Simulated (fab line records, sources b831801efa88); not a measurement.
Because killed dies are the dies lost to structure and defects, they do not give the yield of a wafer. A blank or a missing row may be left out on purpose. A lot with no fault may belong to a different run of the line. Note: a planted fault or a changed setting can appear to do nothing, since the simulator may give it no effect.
What tool caused it? || flow sky130 || 15 lots with 45 wafers sampled at 4 steps, on a route of 708 steps

== WHAT THE GAUGES SHOWED, per wafer ==
SKY_LDD_N_OVL_MEAS_07.
{"lot": "L792", "measured": "day 17 12:19", "on": "overlay-02", "LDD_N_OVL (nm)": "-1.3 -1.9 -2.2"}
{"lot": "L793", "measured": "day 17 19:25", "on": "overlay-01", "LDD_N_OVL (nm)": "-0.9 -0.5 -1.4"}
{"lot": "L795", "measured": "day 18 14:07", "on": "overlay-01", "LDD_N_OVL (nm)": "-1.4 -0.3 1.7"}
{"lot": "L794", "measured": "day 18 14:25", "on": "overlay-02", "LDD_N_OVL (nm)": "-3.6 -1.7 -2.8"}
{"lot": "L799", "measured": "day 20 03:04", "on": "overlay-01", "LDD_N_OVL (nm)": "-1.6 -0.8 -1.3"}
{"lot": "L800", "measured": "day 20 11:11", "on": "overlay-02", "LDD_N_OVL (nm)": "0.9 -1.4 -0.5"}
{"lot": "L801", "measured": "day 21 04:56", "on": "overlay-02", "LDD_N_OVL (nm)": "0.1 0.0 0.2"}
{"lot": "L805", "measured": "day 22 15:46", "on": "overlay-01", "LDD_N_OVL (nm)": "-0.7 -0.4 -0.2"}
{"lot": "L807", "measured": "day 25 03:16", "on": "overlay-01", "LDD_N_OVL (nm)": "2.9 -0.5 2.1"}
{"lot": "L808", "measured": "day 25 04:31", "on": "overlay-02", "LDD_N_OVL (nm)": "-1.4 0.1 0.8"}
{"lot": "L809", "measured": "day 25 05:55", "on": "overlay-01", "LDD_N_OVL (nm)": "-0.1 -0.3 -0.4"}
{"lot": "L813", "measured": "day 25 11:16", "on": "overlay-01", "LDD_N_OVL (nm)": "1.4 0.4 -1.2"}
{"lot": "L812", "measured": "day 25 11:52", "on": "overlay-02", "LDD_N_OVL (nm)": "-0.1 1.1 0.3"}
{"lot": "L814", "measured": "day 25 14:55", "on": "overlay-02", "LDD_N_OVL (nm)": "-1.0 -2.4 -0.8"}
{"lot": "L815", "measured": "day 26 05:43", "on": "overlay-01", "LDD_N_OVL (nm)": "-0.5 -0.8 -1.9"}

SKY_SD_N_CD_MEAS_07 targets a cd of 380 nm.
{"lot": "L792", "measured": "day 27 17:54", "on": "cdSem-02", "cdNm (nm)": "384.7 385.6 383.8"}
{"lot": "L793", "measured": "day 28 03:43", "on": "cdSem-02", "cdNm (nm)": "376.9 379.8 377.3"}
{"lot": "L795", "measured": "day 28 16:35", "on": "cdSem-02", "cdNm (nm)": "375.4 376.0 378.7"}
{"lot": "L794", "measured": "day 28 16:25", "on": "cdSem-01", "cdNm (nm)": "380.0 378.0 380.8"}
{"lot": "L799", "measured": "day 30 03:05", "on": "cdSem-01", "cdNm (nm)": "- - -"}
{"lot": "L800", "measured": "day 30 07:35", "on": "cdSem-01", "cdNm (nm)": "- - -"}
{"lot": "L801", "measured": "day 31 00:43", "on": "cdSem-02", "cdNm (nm)": "- - -"}
{"lot": "L805", "measured": "day 32 08:31", "on": "cdSem-01", "cdNm (nm)": "379.0 378.9 379.3"}
{"lot": "L807", "measured": "day 34 13:04", "on": "cdSem-02", "cdNm (nm)": "379.5 380.2 379.6"}
{"lot": "L808", "measured": "day 34 13:44", "on": "cdSem-02", "cdNm (nm)": "379.7 382.1 379.8"}
{"lot": "L809", "measured": "day 34 17:37", "on": "cdSem-02", "cdNm (nm)": "377.6 379.6 379.8"}
{"lot": "L813", "measured": "day 34 19:38", "on": "cdSem-02", "cdNm (nm)": "382.4 383.0 378.9"}
{"lot": "L812", "measured": "day 34 20:47", "on": "cdSem-01", "cdNm (nm)": "380.7 381.2 381.7"}
{"lot": "L814", "measured": "day 34 23:35", "on": "cdSem-02", "cdNm (nm)": "379.0 381.2 380.3"}
{"lot": "L815", "measured": "day 35 11:35", "on": "cdSem-02", "cdNm (nm)": "382.3 384.0 382.0"}

== EACH LOT AND THE TOOL THAT RAN IT (in order: tool; ch and the chambers of the sampled wafers; start) ==
{"lot": "L792", "SKY_POLY_CUT_STRIP_12": "plasmaAsher-01 ch 0,1, day 24 02:18", "SKY_SD_N_COAT_02": "lithoTrack-03 ch 0, day 27 03:45"}
{"lot": "L793", "SKY_POLY_CUT_STRIP_12": "plasmaAsher-03 ch 0,1, day 24 12:47", "SKY_SD_N_COAT_02": "lithoTrack-01 ch 0, day 27 14:07"}
{"lot": "L795", "SKY_POLY_CUT_STRIP_12": "plasmaAsher-03 ch 0,1, day 25 02:22", "SKY_SD_N_COAT_02": "lithoTrack-03 ch 0, day 28 02:11"}
{"lot": "L794", "SKY_POLY_CUT_STRIP_12": "plasmaAsher-01 ch 0,1, day 25 01:56", "SKY_SD_N_COAT_02": "lithoTrack-01 ch 0, day 28 01:46"}
{"lot": "L799", "SKY_POLY_CUT_STRIP_12": "plasmaAsher-01 ch 0,1, day 26 14:48", "SKY_SD_N_COAT_02": "lithoTrack-02, day 29 13:02"}
{"lot": "L800", "SKY_POLY_CUT_STRIP_12": "plasmaAsher-04 ch 0,1, day 26 19:41", "SKY_SD_N_COAT_02": "lithoTrack-01, day 29 18:40"}
{"lot": "L801", "SKY_POLY_CUT_STRIP_12": "plasmaAsher-04 ch 0,1, day 27 12:38", "SKY_SD_N_COAT_02": "lithoTrack-01, day 30 09:53"}
{"lot": "L805", "SKY_POLY_CUT_STRIP_12": "plasmaAsher-04 ch 0,1, day 28 22:21", "SKY_SD_N_COAT_02": "lithoTrack-03 ch 0, day 31 18:14"}
{"lot": "L807", "SKY_POLY_CUT_STRIP_12": "plasmaAsher-01 ch 0, day 31 05:06", "SKY_SD_N_COAT_02": "lithoTrack-02 ch 0, day 33 22:35"}
{"lot": "L808", "SKY_POLY_CUT_STRIP_12": "plasmaAsher-01 ch 0,1, day 31 06:07", "SKY_SD_N_COAT_02": "lithoTrack-01 ch 0, day 33 23:46"}
{"lot": "L809", "SKY_POLY_CUT_STRIP_12": "plasmaAsher-01 ch 0,1, day 31 08:59", "SKY_SD_N_COAT_02": "lithoTrack-02 ch 0, day 34 03:58"}
{"lot": "L813", "SKY_POLY_CUT_STRIP_12": "plasmaAsher-03 ch 0, day 31 11:32", "SKY_SD_N_COAT_02": "lithoTrack-02 ch 0, day 34 07:05"}
{"lot": "L812", "SKY_POLY_CUT_STRIP_12": "plasmaAsher-03 ch 0,1, day 31 13:02", "SKY_SD_N_COAT_02": "lithoTrack-03 ch 0, day 34 08:20"}
{"lot": "L814", "SKY_POLY_CUT_STRIP_12": "plasmaAsher-04 ch 0,1, day 31 15:39", "SKY_SD_N_COAT_02": "lithoTrack-03 ch 0, day 34 11:05"}
{"lot": "L815", "SKY_POLY_CUT_STRIP_12": "plasmaAsher-04 ch 0,1, day 32 04:27", "SKY_SD_N_COAT_02": "lithoTrack-02 ch 0, day 34 21:41"}
- SKY_POLY_CUT_STRIP_12: strips in O2/N2.
- SKY_SD_N_COAT_02: resist thk 1140 nm.

== WHAT THE TOOLS THEMSELVES READ (means of the sampled wafers that have a number; where no wafer has one, the mark that the record gives instead) ==
SKY_POLY_CUT_STRIP_12.
{"lot": "L792", "tool": "plasmaAsher-01", "drypumpMotorCurrentA (A)": 5.32, "oesProductAu (a.u.)": 0.451, "stripTimeToEndpointS (s)": 5.314}
{"lot": "L793", "tool": "plasmaAsher-03", "drypumpMotorCurrentA (A)": 5.51, "oesProductAu (a.u.)": 0.453, "stripTimeToEndpointS (s)": 5.341}
{"lot": "L795", "tool": "plasmaAsher-03", "drypumpMotorCurrentA (A)": 5.17, "oesProductAu (a.u.)": 0.451, "stripTimeToEndpointS (s)": 5.353}
{"lot": "L794", "tool": "plasmaAsher-01", "drypumpMotorCurrentA (A)": 5.33, "oesProductAu (a.u.)": 0.453, "stripTimeToEndpointS (s)": 5.334}
{"lot": "L799", "tool": "plasmaAsher-01", "drypumpMotorCurrentA (A)": 5.27, "oesProductAu (a.u.)": 0.447, "stripTimeToEndpointS (s)": 5.324}
{"lot": "L800", "tool": "plasmaAsher-04", "drypumpMotorCurrentA (A)": 5.56, "oesProductAu (a.u.)": 0.452, "stripTimeToEndpointS (s)": 5.353}
{"lot": "L801", "tool": "plasmaAsher-04", "drypumpMotorCurrentA (A)": 5.47, "oesProductAu (a.u.)": 0.457, "stripTimeToEndpointS (s)": 5.365}
{"lot": "L805", "tool": "plasmaAsher-04", "drypumpMotorCurrentA (A)": 5.51, "oesProductAu (a.u.)": 0.448, "stripTimeToEndpointS (s)": 5.360}
{"lot": "L807", "tool": "plasmaAsher-01", "drypumpMotorCurrentA (A)": 5.26, "oesProductAu (a.u.)": 0.449, "stripTimeToEndpointS (s)": 5.364}
{"lot": "L808", "tool": "plasmaAsher-01", "drypumpMotorCurrentA (A)": 5.28, "oesProductAu (a.u.)": 0.449, "stripTimeToEndpointS (s)": 5.370}
{"lot": "L809", "tool": "plasmaAsher-01", "drypumpMotorCurrentA (A)": 5.28, "oesProductAu (a.u.)": 0.454, "stripTimeToEndpointS (s)": 5.342}
{"lot": "L813", "tool": "plasmaAsher-03", "drypumpMotorCurrentA (A)": 4.83, "oesProductAu (a.u.)": 0.453, "stripTimeToEndpointS (s)": 5.350}
{"lot": "L812", "tool": "plasmaAsher-03", "drypumpMotorCurrentA (A)": 5.54, "oesProductAu (a.u.)": 0.454, "stripTimeToEndpointS (s)": 5.347}
{"lot": "L814", "tool": "plasmaAsher-04", "drypumpMotorCurrentA (A)": 5.46, "oesProductAu (a.u.)": 0.454, "stripTimeToEndpointS (s)": 5.356}
{"lot": "L815", "tool": "plasmaAsher-04", "drypumpMotorCurrentA (A)": 5.51, "oesProductAu (a.u.)": 0.450, "stripTimeToEndpointS (s)": 5.379}

SKY_SD_N_COAT_02.
{"lot": "L792", "tool": "lithoTrack-03", "chillPlateTempC (C)": 23.14, "dispensePressureKPa (kPa)": 58, "spinSpeedRpm (rpm)": 2998.9}
{"lot": "L793", "tool": "lithoTrack-01", "chillPlateTempC (C)": 22.86, "dispensePressureKPa (kPa)": 48, "spinSpeedRpm (rpm)": 2998.8}
{"lot": "L795", "tool": "lithoTrack-03", "chillPlateTempC (C)": 23.08, "dispensePressureKPa (kPa)": 58, "spinSpeedRpm (rpm)": 3001.1}
{"lot": "L794", "tool": "lithoTrack-01", "chillPlateTempC (C)": 23.01, "dispensePressureKPa (kPa)": 48, "spinSpeedRpm (rpm)": 3001.8}
{"lot": "L799", "tool": "lithoTrack-02", "chillPlateTempC (C)": "-", "dispensePressureKPa (kPa)": "-", "spinSpeedRpm (rpm)": "-"}
{"lot": "L800", "tool": "lithoTrack-01", "chillPlateTempC (C)": "-", "dispensePressureKPa (kPa)": "-", "spinSpeedRpm (rpm)": "-"}
{"lot": "L801", "tool": "lithoTrack-01", "chillPlateTempC (C)": "-", "dispensePressureKPa (kPa)": "-", "spinSpeedRpm (rpm)": "-"}
{"lot": "L805", "tool": "lithoTrack-03", "chillPlateTempC (C)": 22.96, "dispensePressureKPa (kPa)": 58, "spinSpeedRpm (rpm)": 2998.0}
{"lot": "L807", "tool": "lithoTrack-02", "chillPlateTempC (C)": 22.98, "dispensePressureKPa (kPa)": 47, "spinSpeedRpm (rpm)": 3002.2}
{"lot": "L808", "tool": "lithoTrack-01", "chillPlateTempC (C)": 23.05, "dispensePressureKPa (kPa)": 47, "spinSpeedRpm (rpm)": 2998.5}
{"lot": "L809", "tool": "lithoTrack-02", "chillPlateTempC (C)": 22.93, "dispensePressureKPa (kPa)": 47, "spinSpeedRpm (rpm)": 2999.9}
{"lot": "L813", "tool": "lithoTrack-02", "chillPlateTempC (C)": 23.04, "dispensePressureKPa (kPa)": 47, "spinSpeedRpm (rpm)": 3001.1}
{"lot": "L812", "tool": "lithoTrack-03", "chillPlateTempC (C)": 23.13, "dispensePressureKPa (kPa)": 57, "spinSpeedRpm (rpm)": 3001.1}
{"lot": "L814", "tool": "lithoTrack-03", "chillPlateTempC (C)": 22.87, "dispensePressureKPa (kPa)": 58, "spinSpeedRpm (rpm)": 3000.4}
{"lot": "L815", "tool": "lithoTrack-02", "chillPlateTempC (C)": 23.09, "dispensePressureKPa (kPa)": 47, "spinSpeedRpm (rpm)": 3000.5}

== THE ANSWER, worked out from the rows above alone ==
Rule: the lots themselves supply what counts as usual. Put in order of their means at a reading, lots are off if they are a third of the lots or fewer, leave a main group of 4 or more, and stand apart from it by a gap of 3 or more times the standard deviation of the main group's means; of several such gaps the widest counts. A main group is skipped when, at the precision printed for the reading in the tables above, its means are all equal. Also off: a lot with no number at a reading for which 4 or more lots have one. The other lots that the step has rows for count as sound. First the gauges in route order, then the tools' own readings, where a lot's mean is used as printed above. At the first step where some lot is off, the reading lying furthest off is the one used; lots without a number count as furthest.
Off, at SKY_SD_N_CD_MEAS_07 on cdNm: L799, L800, L801. Without a number there: L799, L800, L801. The main group has a mean of 380.2 nm with a standard deviation of 2.
If a tool, at a process step before that reading, ran all the lots that are off and no sound lot after the first of them, it fits. Not tried: the gauges at SKY_SD_N_CD_MEAS_07; whatever is off there is also off at SKY_SD_N_COAT_02, on other tools, and gauge error can't account for it. None of those tried fits.

== WHAT HAD BEEN PUT IN BY THE SIMULATOR ==
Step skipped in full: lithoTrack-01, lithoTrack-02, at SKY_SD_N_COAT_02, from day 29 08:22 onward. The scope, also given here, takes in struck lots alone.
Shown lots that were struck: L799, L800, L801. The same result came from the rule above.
